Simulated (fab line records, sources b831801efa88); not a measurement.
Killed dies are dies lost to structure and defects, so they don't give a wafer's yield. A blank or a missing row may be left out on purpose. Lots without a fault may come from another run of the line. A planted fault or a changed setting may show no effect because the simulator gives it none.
fab line records | flow sky130
record lots=12 wafers=36 last_day=50
route steps=708 shown VIA3@596 CAP2M@603 PAD_OPEN@701
lots that met no fault: from a run of the same line without faults
start_h: hours from the record's first day to the start of the lot's first wafer shown | wait_h: hours since the lot's step before | " the same as in the row above | L1.1+2: a row that stands for several wafers | - no value, or no start given | * or withheld: withheld | < > ~ a bound
route shown NAME@n: a module of which the file shows steps, and the number in the route of the first | usual: mean/standard deviation of fault-free wafers | same: alike in all rows | chamber/n: place in a boat | sites: the reading at each site | _std_site: their standard deviation | _edge_site: outer sites' mean less inner sites' | radius_mm: how far each site lies from the wafer's centre | mask NAME#n: copy n | behind: the tool/chamber that last shaped the wafer | hold: why the lot was held/for how many hours/how that ended | device: the transistor (n, p or np) that didn't switch | end of line: the same wafers' tests at the end of the route | a step without rows: its recipe alone | killed: dies lost to structure and defects at the first sort, not the wafer's yield | map: a wafer's dies, x killed, . not, _ none there
set.NAME: the setting as run; set.NAME@STEP: as run at that earlier step | model.NAME: the simulator's own value behind a step, which no gauge read
steps of the route over a sample of lots; a table a step, a row a wafer
services: from which hour (start_h, from the record's first day; less than 0 if before it) a tool's chamber was out of use, for how many hours, and why
## steps
# step SKY_VIA3_THK_MEAS_23
# recipe thk_meas_gauge=xrf reads=W_of_VIA3_CVD_21
# usual VIA3_W_THK=397/6.1
# columns lot.wafer tool chamber start_h wait_h VIA3_W_THK[nm]
L966.3 film_metro-02 - 937.78 0.1 396
L966.4 " - " " 405
L966.5 " - " " 392
L967.2 film_metro-01 - 946.02 0.1 397
L967.5 " - " " 387
L967.6 " - " " 396
L968.1 film_metro-04 - 950.08 0.1 401
L968.2 " - " " 402
L968.4 " - " " 395
L969.1 film_metro-04 - 960.86 0.1 396
L969.2 " - " " 398
L969.4 " - " " 397
L970.1 film_metro-04 - 965.96 0.1 390
L970.4 " - " " 399
L970.5 " - " " 405
L972.2 film_metro-02 - 982.23 0.1 386
L972.3 " - " " 395
L972.5 " - " " 396
L973.1 film_metro-01 - 990.62 0.1 404
L973.2 " - " " 394
L973.4 " - " " 396
L974.1 film_metro-04 - 1003.38 0.1 393
L974.4 " - " " 398
L974.6 " - " " 400
L983.3 film_metro-02 - 1054.98 0.1 398
L983.5 " - " " 396
L983.6 " - " " 391
L984.1 film_metro-02 - 1059.36 0.1 400
L984.3 " - " " 396
L984.4 " - " " 401
L985.1 film_metro-02 - 1067.27 0.1 399
L985.3 " - " " 402
L985.6 " - " " 393
L986.1 film_metro-01 - 1068.10 0.1 401
L986.4 " - " " 399
L986.5 " - " " 394
# step SKY_CAP2M_CVD_00
# recipe material=SiO2 target_thk_nm=15.5 temp_c=400 time_s=withheld rf_w=450
# usual heater_power_w=751/73
# columns lot.wafer tool chamber start_h wait_h heater_power_w
L966.3 pecvd-03 2 938.27 0.0 809
L966.4 " 0 " " 675
L966.5 " 2 " " 794
L967.2 pecvd-04 1 946.52 0.0 722
L967.5 " 1 " " 740
L967.6 " 0 " " 896
L968.1 pecvd-03 0 950.59 0.0 790
L968.2 " 2 " " 707
L968.4 " 2 " " 710
L969.1 pecvd-04 0 961.37 0.0 813
L969.2 " 1 " " 836
L969.4 " 2 " " 638
L970.1 pecvd-04 2 966.47 0.0 716
L970.4 " 0 " " 803
L970.5 " 1 " " 837
L972.2 pecvd-02 1 982.73 0.0 667
L972.3 " 2 " " 718
L972.5 " 1 " " 676
L973.1 pecvd-04 2 991.14 0.0 638
L973.2 " 1 " " 808
L973.4 " 2 " " 627
L974.1 pecvd-02 0 1003.89 0.0 846
L974.4 " 2 " " 695
L974.6 " 0 " " 850
L983.3 pecvd-04 0 1055.47 0.0 747
L983.5 " 2 " " 724
L983.6 " 0 " " 765
L984.1 pecvd-04 1 1059.87 0.0 796
L984.3 " 0 " " 834
L984.4 " 0 " " 830
L985.1 pecvd-03 2 1067.98 0.0 740
L985.3 " 1 " " 667
L985.6 " 1 " " 674
L986.1 pecvd-02 2 1068.62 0.0 801
L986.4 " 1 " " 680
L986.5 " 2 " " 800
# step SKY_PAD_OPEN_ETCH_07
# recipe chemistry=CF4/O2 target_depth_nm=725 stop_on=AlCu source_w=800 bias_w=150 pressure_mtorr=150 cf4_flow_sccm=80 O2_flow_sccm=10 time_s=161.1
# usual drypump_motor_current_A=5.6/0.52 oes_product_au=0.975/0.0071 throttle_valve_pct=5.964/0.0097
# columns lot.wafer tool chamber start_h wait_h drypump_motor_current_A oes_product_au rf_hours_counter_h throttle_valve_pct
L966.3 rie_diel-01 2 1079.85 - 5.9 0.966 14 5.954
L966.4 " 1 " " 5.7 0.980 - 5.963
L966.5 " 2 " " 5.9 0.976 - 5.980
L967.2 rie_diel-02 2 1089.13 - 5.5 0.982 7 5.975
L967.5 " 1 " " 5.1 0.974 - 5.974
L967.6 " 0 " " 5.0 0.978 - 5.976
L968.1 rie_diel-01 3 1090.96 - 5.5 0.980 22 5.972
L968.2 " 1 " " 5.7 0.966 17 5.965
L968.4 " 1 " " 5.7 0.989 - 5.967
L969.1 rie_diel-02 2 1099.56 - 5.5 0.972 8 5.954
L969.2 " 3 " " 6.5 0.969 17 5.964
L969.4 " 1 " " 5.1 0.975 11 5.964
L970.1 rie_diel-03 2 1104.58 - 4.6 0.978 28 5.962
L970.4 " 0 " " 5.9 0.988 5 5.958
L970.5 " 2 " " 4.6 0.973 - 5.977
L972.2 rie_diel-01 0 1116.41 - 6.0 0.972 1 5.962
L972.3 " 2 " " 5.9 0.965 15 5.980
L972.5 " 0 " " 6.0 0.974 - 5.977
L973.1 rie_diel-02 2 1122.50 - 5.5 0.966 9 5.958
L973.2 " 1 " " 5.1 0.980 12 5.947
L973.4 " 3 " " 6.5 0.982 18 5.965
L974.1 rie_diel-03 0 1135.53 - 5.9 0.972 6 5.970
L974.4 " 2 " " 4.7 0.976 - 5.976
L974.6 " 0 " " 5.9 0.980 - 5.967
L983.3 rie_diel-02 0 1177.03 - 5.0 0.980 24 5.961
L983.5 " 0 " " 5.1 0.980 - 5.986
L983.6 " 1 " " 5.1 0.982 - 5.970
L984.1 rie_diel-03 3 1178.18 - 5.8 0.965 0 5.958
L984.3 " 0 " " 5.9 0.966 7 5.950
L984.4 " 2 " " 4.6 0.968 30 5.973
L985.1 rie_diel-02 0 1185.70 - 5.0 0.976 24 5.975
L985.3 " 3 " " 6.5 0.975 21 5.968
L985.6 " 2 " " 5.5 0.988 - 5.947
L986.1 rie_diel-02 2 1187.56 - 5.5 0.972 11 5.959
L986.4 " 1 " " 5.1 0.981 14 5.969
L986.5 " 2 " " 5.5 0.979 - 5.973
# step SKY_PAD_OPEN_BOW_MEAS_13
# recipe mode=bow
# usual PAD_OPEN_BOW=44/8.7
# columns lot.wafer tool chamber start_h wait_h PAD_OPEN_BOW[um]
L966.3 film_metro-02 - 1082.43 - 49
L966.4 " - " " 51
L966.5 " - " " 52
L967.2 film_metro-03 - 1091.56 - 58
L967.5 " - " " 50
L967.6 " - " " 48
L968.1 film_metro-02 - 1093.22 - 42
L968.2 " - " " 26
L968.4 " - " " 46
L969.1 film_metro-02 - 1102.10 - 50
L969.2 " - " " 58
L969.4 " - " " 48
L970.1 film_metro-03 - 1106.83 - 39
L970.4 " - " " 36
L970.5 " - " " 33
L972.2 film_metro-02 - 1118.64 - 46
L972.3 " - " " 40
L972.5 " - " " 46
L973.1 film_metro-03 - 1125.21 - 40
L973.2 " - " " 36
L973.4 " - " " 33
L974.1 film_metro-04 - 1137.73 - 59
L974.4 " - " " 45
L974.6 " - " " 53
L983.3 film_metro-02 - 1179.27 - 57
L983.5 " - " " 43
L983.6 " - " " 44
L984.1 film_metro-02 - 1180.39 - 53
L984.3 " - " " 39
L984.4 " - " " 50
L985.1 film_metro-03 - 1187.90 - 48
L985.3 " - " " 48
L985.6 " - " " 54
L986.1 film_metro-02 - 1189.80 - 49
L986.4 " - " " 52
L986.5 " - " " 47
# step SKY_PAD_OPEN_PROBE_99
# usual defect_limited_yield=82.3/1.9 killed_at_M0_to_M3=44/7.4 killed_at_M4_up=3.2/1.8 killed_at_contacts=25/5.2 killed_at_front_end=15/4.5 killed_at_other=0.2/0.43 killed_dies=87/9.6 killed_open=48/7.6 killed_short=40/5.7 sort_bin_3_pad_short=0.9/0.45 sort_bin_5_function=10.5/1.5 sort_bin_6_memory=6.3/1.2 sort_n_pass=405/9.6 sort_yield_pct=82.3/1.9
# same gross_dies=492 killed_at_back_side=0 sort_bin_4_leakage[%]=0 sort_bin_8_speed[%]=0
# columns lot.wafer tool chamber start_h wait_h defect_limited_yield[%] killed_at_M0_to_M3 killed_at_M4_up killed_at_contacts killed_at_front_end killed_at_other killed_dies killed_open killed_short sort_bin_3_pad_short[%] sort_bin_5_function[%] sort_bin_6_memory[%] sort_n_pass sort_yield_pct[%]
L983.3 prober-01 - 1179.45 0.2 71.7 40 3 24 15 57 139 45 38 4.3 16.5 7.5 353 71.7
L983.5 prober-01 - 1179.55 0.2 76.0 44 3 24 21 26 118 52 40 2.8 12.0 9.1 374 76.0
L983.6 prober-01 - 1179.60 0.2 72.4 40 7 23 13 53 136 44 40 4.3 15.7 7.7 356 72.4
L984.1 prober-02 - 1180.51 0.1 79.3 35 3 27 12 25 102 48 29 2.2 11.4 7.1 390 79.3
L984.3 prober-02 - 1180.61 0.2 73.0 40 1 17 14 61 133 36 36 3.9 16.3 6.9 359 73.0
L984.4 prober-02 - 1180.66 0.2 72.2 48 2 24 5 58 137 43 36 4.1 16.9 6.9 355 72.2
L985.1 prober-01 - 1188.02 0.1 82.5 39 3 22 22 0 86 45 41 1.2 10.4 5.9 406 82.5
L985.3 prober-01 - 1188.12 0.2 83.5 47 3 20 11 0 81 35 46 0.2 11.0 5.3 411 83.5
L985.6 prober-01 - 1188.27 0.2 79.9 56 2 22 18 1 99 56 43 1.0 14.2 4.9 393 79.9
L986.1 prober-02 - 1189.92 0.1 86.2 34 3 19 12 0 68 36 32 0.6 9.8 3.5 424 86.2
L986.4 prober-02 - 1190.07 0.2 83.1 34 5 29 15 0 83 46 37 0.4 10.4 6.1 409 83.1
L986.5 prober-02 - 1190.12 0.2 84.1 34 2 28 14 0 78 35 43 1.4 9.1 5.3 414 84.1
# killed by level:class
L983.3 CAP2M:unspecified=56 LI_CONTACT:geometric_particle:open=8 CONTACT:geometric_particle:open=8 METAL2:geometric_particle:short=8 POLY_GATE:geometric_particle:short=6 METAL1:geometric_particle:short=6 VIA1:geometric_particle:open=6 VIA2:geometric_particle:open=6
L983.5 CAP2M:unspecified=26 POLY_GATE:geometric_particle:open=8 VIA1:geometric_particle:open=8 VIA3:geometric_particle:open=7 CONTACT:geometric_particle:open=7 VIA1:geometric_particle:short=7 LI_CONTACT:geometric_particle:open=6 VIA2:geometric_particle:open=6
L983.6 CAP2M:unspecified=52 VIA1:geometric_particle:open=11 CONTACT:geometric_particle:open=7 VIA1:geometric_particle:short=7 METAL2:geometric_particle:short=7 LI_CONTACT:geometric_particle:open=6 FIELD_ISO:geometric_particle:short=4 METAL1:geometric_particle:short=4
L984.1 CAP2M:unspecified=25 CONTACT:geometric_particle:open=11 VIA1:geometric_particle:open=9 VIA2:geometric_particle:open=8 VIA3:geometric_particle:open=6 CONTACT:geometric_particle:short=6 LI_CONTACT:geometric_particle:open=5 POLY_GATE:geometric_particle:short=3
L984.3 CAP2M:unspecified=61 VIA1:geometric_particle:open=8 METAL1:geometric_particle:short=7 LI_CONTACT:geometric_particle:open=6 VIA3:geometric_particle:open=6 POLY_GATE:geometric_particle:short=5 CONTACT:geometric_particle:open=5 VIA2:geometric_particle:open=5
L984.4 CAP2M:unspecified=58 VIA2:geometric_particle:open=10 VIA1:geometric_particle:open=9 VIA3:geometric_particle:open=8 CONTACT:geometric_particle:short=6 METAL1:geometric_particle:short=6 LI_CONTACT:geometric_particle:short=5 CONTACT:geometric_particle:open=5
L985.1 CONTACT:geometric_particle:open=10 VIA1:geometric_particle:open=8 FIELD_ISO:geometric_particle:short=7 VIA3:geometric_particle:open=7 METAL2:geometric_particle:short=6 FIELD_ISO:geometric_particle:open=5 LI_CONTACT:geometric_particle:open=4 METAL3:geometric_particle:short=4
L985.3 VIA1:geometric_particle:open=10 CONTACT:geometric_particle:open=8 METAL1:geometric_particle:short=8 METAL2:geometric_particle:short=8 FIELD_ISO:geometric_particle:short=5 CONTACT:geometric_particle:short=5 VIA2:geometric_particle:open=5 LI_CONTACT:geometric_particle:open=4
L985.6 VIA1:geometric_particle:open=20 VIA2:geometric_particle:open=8 LI_CONTACT:geometric_particle:open=8 METAL1:geometric_particle:short=7 VIA1:geometric_particle:short=6 CONTACT:geometric_particle:short=5 VIA2:geometric_particle:short=5 FIELD_ISO:geometric_particle:short=4
L986.1 VIA1:geometric_particle:open=8 CONTACT:geometric_particle:open=7 VIA2:geometric_particle:open=5 POLY_GATE:geometric_particle:short=4 METAL1:geometric_particle:short=4 FIELD_ISO:geometric_particle:open=3 VIA1:geometric_particle:short=3 LOCAL_INTERCONNECT:geometric_particle:open=3
L986.4 CONTACT:geometric_particle:open=9 LI_CONTACT:geometric_particle:open=8 METAL2:geometric_particle:short=7 VIA1:geometric_particle:open=6 VIA3:geometric_particle:open=5 FIELD_ISO:geometric_particle:short=4 LOCAL_INTERCONNECT:geometric_particle:short=4 CONTACT:geometric_particle:short=4
L986.5 CONTACT:geometric_particle:open=8 LOCAL_INTERCONNECT:geometric_particle:short=7 CONTACT:geometric_particle:short=7 VIA1:geometric_particle:short=7 VIA1:geometric_particle:open=6 POLY_GATE:geometric_particle:open=4 LI_CONTACT:geometric_particle:open=4 METAL2:geometric_particle:short=4
## services
# columns tool chamber start_h hours kind
pecvd-04 - 917.76 6.0 pm
rie_diel-03 3 934.45 3.5 repair
pecvd-02 0 939.39 5.1 repair
rie_diel-01 3 940.18 12.8 repair
rie_diel-01 0 940.48 4.9 repair
pecvd-04 - 941.46 2.8 pm
pecvd-04 - 968.88 1.0 repair
pecvd-03 0 976.17 5.8 repair
pecvd-04 1 978.56 3.7 repair
rie_diel-03 - 978.99 2.0 repair
rie_diel-03 - 984.03 2.1 repair
pecvd-04 - 984.39 5.5 pm
rie_diel-01 3 991.90 7.3 repair
pecvd-02 2 993.52 7.2 repair
rie_diel-03 3 1002.94 18.6 repair
rie_diel-03 2 1013.79 1.8 repair
rie_diel-02 1 1014.75 3.0 repair
rie_diel-03 2 1025.93 4.0 repair
pecvd-03 - 1027.19 1.4 repair
pecvd-03 0 1027.73 7.0 repair
pecvd-04 1 1123.82 4.4 repair
rie_diel-02 - 1153.44 0.2 repair
rie_diel-02 - 1164.78 0.5 repair
rie_diel-02 2 1172.52 5.0 repair
## key
first_sign step=SKY_PAD_OPEN_PROBE_99 reading=killed_at_other direction=up sigmas=46 usual=0.2 struck=46.7
effect step=SKY_PAD_OPEN_PROBE_99 reading=sort_bin_3_pad_short direction=up sigmas=5.9 usual=0.9 struck=3.6
met_at SKY_CAP2M_CVD_00
struck_lots L983,L984
not_acting_at SKY_VIA3_THK_MEAS_23,SKY_PAD_OPEN_ETCH_07,SKY_PAD_OPEN_BOW_MEAS_13
onset_between 991.14 1055.47
fault kind=chamber_particle_source tool=pecvd-04 chamber=- onset_h=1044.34 steps=SKY_CAP2M_CVD_00 rate_per_visit_cm2=1.5098 end_h=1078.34
